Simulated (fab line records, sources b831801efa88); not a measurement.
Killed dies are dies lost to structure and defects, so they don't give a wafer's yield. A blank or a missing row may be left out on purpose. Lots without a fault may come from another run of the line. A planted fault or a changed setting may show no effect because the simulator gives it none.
One fault seen from 2 desks | flow gf180mcu | each desk has only its own numbers; what lay behind them comes last

THE METROLOGY DESK
What the gauges read, lot by lot, whatever tool the lot ran on: means of the sampled wafers that have a number. A lot is out of limits, marked OUT, if its mean lies more than 4 standard deviations from the usual mean; the brackets give that distance.
Columns: A = HV_LDD_OVL at GF_HV_LDD_OVL_MEAS_08, usual 1.0 nm; B = HV_LDD_02_OVL at GF_HV_LDD_OVL_MEAS_32, usual -1.1 nm; C = HV_LDD_3_TW at GF_HV_LDD_TW_MEAS_38, usual 1438; D = HV_LDD_03_OVL at GF_HV_LDD_OVL_MEAS_47, usual 0.6 nm; E = HV_LDD_RS at GF_HV_LDD_RS_MEAS_53, usual 419.0 ohm/sq
lot  | first seen here | A    | B    | C               | D    | E
L573 | day 10 03:47    | 2.1  | -0.6 | 1437            | -0.2 | 419.1
L574 | day 10 11:38    | -1.9 | -1.6 | 1425            | 1.2  | 419.4
L575 | day 10 21:20    | 1.5  | -0.4 | 1443            | -0.1 | 418.8
L576 | day 11 04:42    | 0.8  | -0.8 | 1424            | 0.0  | 420.1
L577 | day 11 08:11    | 1.9  | -1.4 | 1446            | 0.4  | 419.4
L578 | day 11 21:40    | 0.2  | -1.4 | 1454            | -0.1 | 418.7
L579 | day 12 02:43    | 0.0  | -1.3 | 1424            | 0.6  | 419.6
L588 | day 14 17:11    | 1.3  | -0.9 | 1526 (+7.3) OUT | -0.8 | 406.4 (-13) OUT
L589 | day 14 23:35    | -0.5 | -1.2 | 1436            | -1.3 | 418.5
L590 | day 15 07:49    | 0.5  | -2.9 | 1498 (+5.0) OUT | 4.1  | 405.7 (-14) OUT
L591 | day 15 14:19    | 3.1  | -1.0 | 1444            | -0.9 | 418.4
L593 | day 16 06:56    | -0.3 | -0.9 | 1446            | -0.3 | 420.1
L594 | day 16 12:44    | 0.8  | -2.8 | 1423            | 0.5  | 419.5
This desk's finding: out of limits on L588, L590; first on L588, day 16 14:04 (HV_LDD_3_TW at GF_HV_LDD_TW_MEAS_38). In limits: L573, L574, L575, L576, L577, L578, L579, L589, L591, L593, L594.

THE TOOL OWNER'S DESK: implanter-02
The tool's own readings at GF_HV_LDD_IMPLANT_34: means of the sampled wafers that have a number, for each lot that ran on this tool. A lot is out of limits, marked OUT, if its mean lies more than 4 standard deviations from the usual mean; the brackets give that distance.
Columns: A = dose_ions_cm2 at GF_HV_LDD_IMPLANT_34, usual 7.5e+12; B = faraday_current_uA at GF_HV_LDD_IMPLANT_34, usual 42.4
lot  | first seen here | A                         | B
L575 | day 12 11:05    | 7.5e+12                   | 42.7
L576 | day 12 19:40    | 7.5e+12                   | 43.5
L577 | day 12 23:12    | 7.5e+12                   | 41.6
L579 | day 13 18:57    | 7.5e+12                   | 43.0
L588 | day 16 13:32    | 1.3e+13 (+99 or more) OUT | 71.5 (+34) OUT
L590 | day 17 05:33    | 1.3e+13 (+99 or more) OUT | 72.6 (+35) OUT
This desk's finding: out of limits on L588, L590; first on L588, day 16 13:32 (dose_ions_cm2 at GF_HV_LDD_IMPLANT_34). In limits: L575, L576, L577, L579.

PUT TOGETHER
The tool owner's desk could have raised an alarm at day 16 13:32, on L588, L590.
The metrology desk could have raised an alarm at day 16 14:04, on L588, L590.
Of the lots named, all ran GF_HV_LDD_IMPLANT_34 on implanter-02.

WHAT THE SIMULATOR HAD PUT IN
Process parameter drift: implanter-02, from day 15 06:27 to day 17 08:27, at GF_HV_LDD_IMPLANT_34. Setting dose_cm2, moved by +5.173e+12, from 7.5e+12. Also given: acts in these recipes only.
Lots struck among those shown: L588, L590.
Hours from the fault's start to each desk's first reading out of limits: the tool owner's desk, 31; the metrology desk, 32.
